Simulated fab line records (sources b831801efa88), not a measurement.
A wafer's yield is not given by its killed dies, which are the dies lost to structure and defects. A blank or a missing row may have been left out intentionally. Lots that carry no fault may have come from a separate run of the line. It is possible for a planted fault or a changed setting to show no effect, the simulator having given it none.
fab line records    flow sky130
record: lots: 5  wafers: 15  last-day: 50
route steps=708 shown POLY_CUT@312 SD_P@320 RES_XHIGH@332 SD_N@342
lots with no fault: from the same line, run without faults
start-h: the number of hours between the record's first day and the start of the first shown wafer of the lot    wait-h: hours from the lot's prior step to this one    " same as the row above    L1.1+2: a row that stands for several wafers    - no value, or no start given    * or withheld: withheld    < > ~ a bound
route shown NAME@n: NAME is a module with steps in the file, n the number in the route of the first one    usual: the fault-free wafers' mean and standard deviation    same: alike in all rows    chamber/n: place in a boat    sites: the reading at each site    _std_site: standard deviation of those values    _edge_site: outer sites' mean less inner sites'    radius-mm: how far each site lies from the wafer's centre    mask NAME#n: copy n    behind: the tool/chamber that last shaped the wafer    hold: the reason the lot was held/the length of the hold in hours/how it ended    device: whichever transistor did not switch (one of n, p or np)    end of line: tests run on the same wafers once the route is complete    a step given without rows: its recipe and nothing more    killed: the dies lost at the first sort to structure and to defects; this is not the yield of the wafer    map: shows each die of a wafer: x if killed, . if not, _ if none is there
set.NAME: setting as actually run; set.NAME@STEP: the setting as run at that earlier step    model.NAME: the simulator's own value behind a step, which no gauge read
certain route steps with their lots: each step a table, each wafer a row
services: a tool's chamber out of use, with start hour (start-h, from the record's first day; less than 0 if before it), hours out, and reason
== steps ==
step: SKY_POLY_CUT_EXPOSE_05
recipe: mask-id: NPCM  na: 0.8  source-shape: annular  sigma-inner: 0.55  sigma-outer: 0.85  target-cd-nm: 270  dose-mj: 32
step: SKY_POLY_CUT_PEB_06
recipe: peb-temp-c: withheld  peb-time-s: withheld  resist: KrF-thick
step: SKY_POLY_CUT_DEVELOP_07
recipe: develop-time-s: 60  resist: KrF-thick  dev-temp-c: 21
step: SKY_POLY_CUT_CD_MEAS_08
recipe: target-cd-nm: 270
usual: cd-nm: 270.4/1.5
lot.wafer  tool       chamber  start-h  wait-h  cd-nm
L196.1     cd-sem-01  -        624.77   -       271.9
L196.3     "          -        "        "       272.9
L196.4     "          -        "        "       271.7
L202.1     cd-sem-02  -        665.49   -       271.7
L202.3     "          -        "        "       270.1
L202.4     "          -        "        "       270.4
L209.3     cd-sem-02  -        722.18   -       271.9
L209.4     "          -        "        "       271.0
L209.6     "          -        "        "       270.4
L210.3     cd-sem-02  -        726.93   -       273.2
L210.4     "          -        "        "       271.3
L210.6     "          -        "        "       272.3
L212.2     cd-sem-02  -        744.79   -       270.7
L212.4     "          -        "        "       270.3
L212.6     "          -        "        "       270.8
step: SKY_POLY_CUT_OVL_MEAS_09
usual: POLY_CUT_OVL: 3/5
lot.wafer  tool        chamber  start-h  wait-h  POLY_CUT_OVL[nm]
L196.1     overlay-01  -        624.89   0.1     3
L196.3     "           -        "        "       9
L196.4     "           -        "        "       5
L202.1     overlay-01  -        665.61   0.1     14
L202.3     "           -        "        "       15
L202.4     "           -        "        "       9
L209.3     overlay-02  -        722.27   0.1     2
L209.4     "           -        "        "       -5
L209.6     "           -        "        "       2
L210.3     overlay-01  -        727.02   0.1     0
L210.4     "           -        "        "       2
L210.6     "           -        "        "       0
L212.2     overlay-01  -        744.90   0.1     0
L212.4     "           -        "        "       4
L212.6     "           -        "        "       -1
step: SKY_POLY_CUT_ETCH_10
recipe: chemistry: N2/H2  target: BARC  ion-energy-ev: 200  source-w: 500  bias-w: 100  pressure-mtorr: 30  n2-flow-sccm: 100  h2-flow-sccm: 200  stop-on: SiO2  time-s: 45.9  target-depth-a: 600
usual: drypump-motor-current-A: 5.9/0.36  oes-product-au: 0.855/0.0051  throttle-valve-pct: 13.224/0.0099
lot.wafer  tool         chamber  start-h  wait-h  drypump-motor-current-A  oes-product-au  rf-hours-counter-h  throttle-valve-pct
L196.1     rie-diel-03  2        624.93   0.0     6.0                      0.850           46                  13.229
L196.3     "            3        "        "       6.1                      0.860           11                  13.198
L196.4     "            2        "        "       6.0                      0.857           -                   13.237
L202.1     rie-diel-03  0        665.64   0.0     6.3                      0.856           0                   13.249
L202.3     "            3        "        "       6.1                      0.863           11                  13.227
L202.4     "            1        "        "       6.0                      0.861           8                   13.220
L209.3     rie-diel-03  1        722.29   0.0     6.0                      0.857           10                  13.226
L209.4     "            0        "        "       6.2                      0.846           -                   13.233
L209.6     "            1        "        "       6.0                      0.853           -                   13.222
L210.3     rie-diel-03  3        727.04   0.0     6.1                      0.859           13                  13.235
L210.4     "            3        "        "       6.1                      0.849           -                   13.221
L210.6     "            0        "        "       6.3                      0.858           -                   13.208
L212.2     rie-diel-02  1        744.93   0.0     5.4                      0.863           11                  13.221
L212.4     "            0        "        "       6.5                      0.852           27                  13.230
L212.6     "            1        "        "       5.4                      0.857           -                   13.243
step: SKY_POLY_CUT_ETCH_11
recipe: target: Si3N4  chemistry: CF4/CH2F2/Ar  stop-on: poly-Si  source-w: 600  bias-w: 150  pressure-mtorr: 40  cf4-flow-sccm: 40  ch2f2-flow-sccm: 20  Ar_flow_sccm: 150  time-s: 42.5  target-depth-a: 600
usual: drypump-motor-current-A: 5.9/0.36  oes-product-au: 0.826/0.0066  throttle-valve-pct: 14.994/0.0094
lot.wafer  tool         chamber  start-h  wait-h  drypump-motor-current-A  oes-product-au  rf-hours-counter-h  throttle-valve-pct
L196.1     rie-diel-03  2        624.97   0.0     6.0                      0.832           46                  14.984
L196.3     "            3        "        "       6.1                      0.821           11                  14.988
L196.4     "            2        "        "       6.0                      0.835           -                   14.998
L202.1     rie-diel-03  0        665.69   0.0     6.3                      0.832           1                   15.004
L202.3     "            3        "        "       6.1                      0.821           11                  14.989
L202.4     "            1        "        "       6.0                      0.820           8                   14.986
L209.3     rie-diel-03  1        722.34   0.0     6.0                      0.816           10                  15.002
L209.4     "            0        "        "       6.2                      0.829           -                   14.993
L209.6     "            1        "        "       6.0                      0.822           -                   15.005
L210.3     rie-diel-03  3        727.09   0.0     6.1                      0.819           13                  15.003
L210.4     "            3        "        "       6.1                      0.820           -                   15.010
L210.6     "            0        "        "       6.2                      0.827           -                   15.007
L212.2     rie-diel-02  1        744.97   0.0     5.4                      0.827           11                  14.996
L212.4     "            0        "        "       6.5                      0.838           27                  14.993
L212.6     "            1        "        "       5.4                      0.840           -                   15.015
step: SKY_POLY_CUT_STRIP_12
recipe: chemistry: O2/N2  power-w: 1400  pressure-mtorr: 1500  platen-temp-c: withheld  o2-flow-sccm: 3000  n2-flow-sccm: 300  overash-fraction: 0.5
usual: drypump-motor-current-A: 5.86/0.24  oes-product-au: 0.452/0.0042  strip-time-to-endpoint-s: 5.360/0.019
lot.wafer  tool             chamber  start-h  wait-h  drypump-motor-current-A  oes-product-au  rf-hours-counter-h  strip-time-to-endpoint-s
L196.1     plasma-asher-03  1        625.01   0.0     6.18                     0.444           81                  5.375
L196.3     "                0        "        "       5.99                     0.456           -                   5.373
L196.4     "                1        "        "       6.20                     0.456           -                   5.363
L202.1     plasma-asher-03  1        665.73   0.0     6.19                     0.452           83                  5.361
L202.3     "                0        "        "       6.02                     0.454           -                   5.374
L202.4     "                1        "        "       6.21                     0.451           -                   5.358
L209.3     plasma-asher-01  1        722.41   0.1     6.01                     0.451           -                   5.326
L209.4     "                0        "        "       5.43                     0.452           -                   5.326
L209.6     "                1        "        "       6.00                     0.456           -                   5.337
L210.3     plasma-asher-01  1        727.16   0.1     6.00                     0.452           -                   5.329
L210.4     "                0        "        "       5.37                     0.458           -                   5.361
L210.6     "                0        "        "       5.39                     0.450           -                   5.335
L212.2     plasma-asher-01  1        745.01   0.0     6.00                     0.449           32                  5.341
L212.4     "                1        "        "       6.01                     0.455           -                   5.368
L212.6     "                0        "        "       5.44                     0.456           -                   5.350
step: SKY_SD_P_DEHYDRATE_00
recipe: temp-c: 200  time-s: 60
step: SKY_SD_P_HMDS_01
recipe: prime-time-s: 60  prime-temp-c: 120
step: SKY_SD_P_COAT_02
recipe: resist: NOVOLAK  spin-rpm: 3000  resist-thk-nm: 1140
step: SKY_SD_P_SOFTBAKE_03
recipe: temp-c: 90  time-s: 60  resist: NOVOLAK
step: SKY_SD_P_EXPOSE_04
recipe: mask-id: PSDM  na: 0.6  source-shape: conventional  sigma-outer: 0.6  polarization: unpolarized  target-cd-nm: 380  dose-mj: 138
usual: reticle-temp-C: 23.01/0.11
lot.wafer  tool              chamber  start-h  wait-h  mask    reticle-temp-C
L196.1     iline-stepper-01  0        639.32   -       PSDM#0  23.06
L196.3     "                 0        "        "       PSDM#0  22.96
L196.4     "                 0        "        "       PSDM#0  23.13
L202.1     iline-stepper-02  0        679.75   -       URPM#0  23.07
L202.3     "                 0        "        "       URPM#0  23.24
L202.4     "                 0        "        "       URPM#0  23.11
L209.3     iline-stepper-02  0        736.73   -       PSDM#0  23.06
L209.4     "                 0        "        "       PSDM#0  22.93
L209.6     "                 0        "        "       PSDM#0  22.97
L210.3     iline-stepper-02  0        741.20   -       PSDM#0  22.95
L210.4     "                 0        "        "       PSDM#0  22.78
L210.6     "                 0        "        "       PSDM#0  22.99
L212.2     iline-stepper-01  0        758.59   -       PSDM#0  23.07
L212.4     "                 0        "        "       PSDM#0  23.08
L212.6     "                 0        "        "       PSDM#0  23.10
step: SKY_SD_P_PEB_05
recipe: temp-c: withheld  time-s: *  resist: NOVOLAK
step: SKY_SD_P_DEVELOP_06
recipe: resist: NOVOLAK  developer: TMAH  develop-time-s: 60  dev-temp-c: 23
step: SKY_SD_P_CD_MEAS_07
recipe: target-cd-nm: 380
usual: cd-nm: 381.0/2.1
lot.wafer  tool       chamber  start-h  wait-h  cd-nm
L196.1     cd-sem-02  -        653.79   0.1     382.4
L196.3     "          -        "        "       383.5
L196.4     "          -        "        "       383.9
L202.1     cd-sem-01  -        693.07   0.1     -
L202.3     "          -        "        "       -
L202.4     "          -        "        "       -
L209.3     cd-sem-02  -        749.73   0.1     378.3
L209.4     "          -        "        "       379.1
L209.6     "          -        "        "       381.5
L210.3     cd-sem-01  -        754.53   0.1     382.3
L210.4     "          -        "        "       380.4
L210.6     "          -        "        "       380.2
L212.2     cd-sem-02  -        771.74   0.1     380.5
L212.4     "          -        "        "       380.0
L212.6     "          -        "        "       381.5
step: SKY_SD_P_OVL_MEAS_08
usual: SD_P_OVL: -0.3/1.5
lot.wafer  tool        chamber  start-h  wait-h  SD_P_OVL[nm]
L196.1     overlay-01  -        653.91   0.1     0.9
L196.3     "           -        "        "       -0.8
L196.4     "           -        "        "       0.2
L202.1     overlay-02  -        693.19   0.1     -
L202.3     "           -        "        "       -
L202.4     "           -        "        "       -
L209.3     overlay-02  -        749.82   0.1     0.4
L209.4     "           -        "        "       1.2
L209.6     "           -        "        "       0.7
L210.3     overlay-02  -        754.62   0.1     -2.9
L210.4     "           -        "        "       -3.0
L210.6     "           -        "        "       -1.8
L212.2     overlay-01  -        771.85   0.1     1.1
L212.4     "           -        "        "       1.9
L212.6     "           -        "        "       0.1
step: SKY_SD_P_IMPLANT_09
recipe: species: BF2  energy-kev: 20  dose-cm2: 3e+15  tilt-deg: 0
step: SKY_SD_P_STRIP_10
recipe: chemistry: O2/N2  power-w: 1400  pressure-mtorr: 1500  platen-temp-c: withheld  o2-flow-sccm: 3000  n2-flow-sccm: 300  overash-fraction: 0.5
usual: drypump-motor-current-A: 5.7/0.31  oes-product-au: 0.618/0.0042  strip-time-to-endpoint-s: 17.50/0.041
lot.wafer  tool             chamber  start-h  wait-h  drypump-motor-current-A  oes-product-au  rf-hours-counter-h  strip-time-to-endpoint-s
L196.1     plasma-asher-01  1        654.09   0.1     6.0                      0.622           22                  17.53
L196.3     "                1        "        "       6.0                      0.618           -                   17.51
L196.4     "                0        "        "       5.4                      0.623           -                   17.49
L202.1     plasma-asher-03  1        693.38   0.1     6.2                      0.613           86                  17.56
L202.3     "                1        "        "       6.2                      0.617           -                   17.56
L202.4     "                0        "        "       6.0                      0.612           -                   17.52
L209.3     plasma-asher-03  0        750.03   0.1     5.9                      0.614           -                   17.50
L209.4     "                1        "        "       6.2                      0.623           -                   17.55
L209.6     "                0        "        "       6.0                      0.628           -                   17.49
L210.3     plasma-asher-03  1        754.83   0.1     6.2                      0.620           -                   17.51
L210.4     "                0        "        "       6.0                      0.620           -                   17.48
L210.6     "                0        "        "       5.9                      0.613           -                   17.47
L212.2     plasma-asher-03  0        772.03   0.1     6.0                      0.619           94                  17.50
L212.4     "                0        "        "       6.0                      0.624           -                   17.47
L212.6     "                0        "        "       6.0                      0.616           -                   17.51
step: SKY_SD_P_TW_MEAS_11
usual: SD_P_TW: 2826/20
lot.wafer  tool           chamber  start-h  wait-h  SD_P_TW
L196.1     film-metro-03  -        654.19   0.1     2843
L196.3     "              -        "        "       2861
L196.4     "              -        "        "       2842
L202.1     film-metro-03  -        693.48   0.1     30
L202.3     "              -        "        "       30
L202.4     "              -        "        "       30
L209.3     film-metro-01  -        750.11   0.1     2816
L209.4     "              -        "        "       2825
L209.6     "              -        "        "       2814
L210.3     film-metro-04  -        754.91   0.1     2801
L210.4     "              -        "        "       2800
L210.6     "              -        "        "       2798
L212.2     film-metro-04  -        772.14   0.1     2830
L212.4     "              -        "        "       2822
L212.6     "              -        "        "       2821
step: SKY_RES_XHIGH_DEHYDRATE_00
recipe: temp-c: 200  time-s: 60
step: SKY_RES_XHIGH_HMDS_01
recipe: prime-time-s: 60  prime-temp-c: 120
step: SKY_RES_XHIGH_COAT_02
recipe: resist: NOVOLAK  spin-rpm: 3000  resist-thk-nm: 1140
step: SKY_RES_XHIGH_SOFTBAKE_03
recipe: temp-c: 90  time-s: 60  resist: NOVOLAK
step: SKY_RES_XHIGH_EXPOSE_04
recipe: mask-id: URPM  na: 0.6  source-shape: conventional  sigma-outer: 0.6  polarization: unpolarized  target-cd-nm: 1270  dose-mj: 140
step: SKY_RES_XHIGH_PEB_05
recipe: temp-c: withheld  time-s: *  resist: NOVOLAK
step: SKY_RES_XHIGH_DEVELOP_06
recipe: resist: NOVOLAK  developer: TMAH  develop-time-s: 60  dev-temp-c: 23
step: SKY_RES_XHIGH_IMPLANT_07
recipe: species: BF2  energy-kev: 20  dose-cm2: 3.6e+14  tilt-deg: 0
step: SKY_RES_XHIGH_STRIP_08
recipe: chemistry: O2/N2  power-w: 1400  pressure-mtorr: 1500  platen-temp-c: withheld  o2-flow-sccm: 3000  n2-flow-sccm: 300  overash-fraction: 0.5
usual: drypump-motor-current-A: 5.64/0.23  oes-product-au: 0.712/0.0047  strip-time-to-endpoint-s: 14.28/0.034
lot.wafer  tool             chamber  start-h  wait-h  drypump-motor-current-A  oes-product-au  rf-hours-counter-h  strip-time-to-endpoint-s
L196.1     plasma-asher-02  1        682.79   0.1     5.34                     0.704           101                 14.22
L196.3     "                1        "        "       5.35                     0.713           -                   14.29
L196.4     "                0        "        "       5.76                     0.707           -                   14.24
L202.1     plasma-asher-02  0        720.94   0.1     5.75                     0.704           105                 14.28
L202.3     "                1        "        "       5.31                     0.717           -                   14.27
L202.4     "                0        "        "       5.77                     0.709           -                   14.24
L209.3     plasma-asher-02  1        777.37   0.1     5.32                     0.707           -                   14.27
L209.4     "                0        "        "       5.74                     0.707           -                   14.27
L209.6     "                1        "        "       5.33                     0.714           -                   14.28
L210.3     plasma-asher-04  1        781.37   0.1     5.84                     0.713           -                   14.28
L210.4     "                0        "        "       5.68                     0.718           -                   14.28
L210.6     "                0        "        "       5.69                     0.718           -                   14.24
L212.2     plasma-asher-01  0        798.44   0.1     5.42                     0.717           38                  14.21
L212.4     "                1        "        "       6.00                     0.721           -                   14.27
L212.6     "                1        "        "       5.97                     0.722           -                   14.27
step: SKY_RES_XHIGH_TW_MEAS_09
usual: RES_XHIGH_TW: 1639/13
lot.wafer  tool           chamber  start-h  wait-h  RES_XHIGH_TW
L196.1     film-metro-03  -        682.89   0.1     1641
L196.3     "              -        "        "       1647
L196.4     "              -        "        "       1648
L202.1     film-metro-03  -        721.04   0.1     2888
L202.3     "              -        "        "       2889
L202.4     "              -        "        "       2875
L209.3     film-metro-01  -        777.46   0.1     1625
L209.4     "              -        "        "       1626
L209.6     "              -        "        "       1621
L210.3     film-metro-03  -        781.46   0.1     1653
L210.4     "              -        "        "       1648
L210.6     "              -        "        "       1647
L212.2     film-metro-01  -        798.55   0.1     1629
L212.4     "              -        "        "       1625
L212.6     "              -        "        "       1622
step: SKY_SD_N_DEHYDRATE_00
recipe: temp-c: 200  time-s: 60
== services ==
tool              chamber  start-h  hours  kind
plasma-asher-02   -        601.23   1.3    repair
rie-diel-02       -        601.68   14.6   pm
plasma-asher-04   -        605.54   0.7    repair
plasma-asher-02   -        614.11   12.1   repair
iline-stepper-02  -        615.19   1.7    pm
iline-stepper-02  -        625.45   8.9    pm
iline-stepper-02  -        635.02   9.2    repair
plasma-asher-01   -        639.65   0.9    repair
rie-diel-02       2        642.89   1.7    repair
iline-stepper-01  -        644.29   1.7    pm
plasma-asher-03   -        645.55   0.4    repair
plasma-asher-03   -        648.26   14.6   pm
plasma-asher-02   -        649.88   2.8    pm
rie-diel-03       1        651.53   5.1    repair
rie-diel-03       -        660.29   4.3    pm
iline-stepper-01  -        664.77   6.7    repair
rie-diel-02       -        668.11   10.0   pm
plasma-asher-04   -        707.38   15.6   pm
rie-diel-03       2        714.51   40.5   repair
plasma-asher-02   -        733.75   9.0    pm
rie-diel-03       2        755.01   -      clean
rie-diel-03       2        755.01   14.3   scheduled-down
iline-stepper-02  -        773.46   0.9    repair
rie-diel-02       2        780.93   19.0   repair
== key ==
first-sign: step: SKY_SD_P_EXPOSE_04  reading: mask  direction: changed
effect: step: SKY_SD_P_CD_MEAS_07  reading: cd-nm  direction: missing
effect: step: SKY_SD_P_OVL_MEAS_08  reading: SD_P_OVL  direction: missing
effect: step: SKY_SD_P_TW_MEAS_11  reading: SD_P_TW  direction: down  sigmas: 99+  usual: 2826  struck: 30
effect: step: SKY_RES_XHIGH_TW_MEAS_09  reading: RES_XHIGH_TW  direction: up  sigmas: 98  usual: 1639  struck: 2884
met-at SKY_SD_P_EXPOSE_04
struck-wafers L202.1,L202.3,L202.4
sort-left-out L202.1,L202.3,L202.4
tester-left-out L202
fault: kind: wrong-mask  tool: any  chamber: -  onset-h: 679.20  steps: SKY_SD_P_EXPOSE_04  aux-copy: URPM#0  scope: struck-lots-only
tester-left-out: of these lots the tester's yield and bins aren't shown, on N5 and GAA mostly nor the transistor test; their killed dies are dies lost to structure and defects alone, not to doping, threshold or leakage, so they don't give the yield
sort-left-out: the simulated sort isn't trusted on such a fault, so these wafers' sort isn't shown, and their yield isn't known
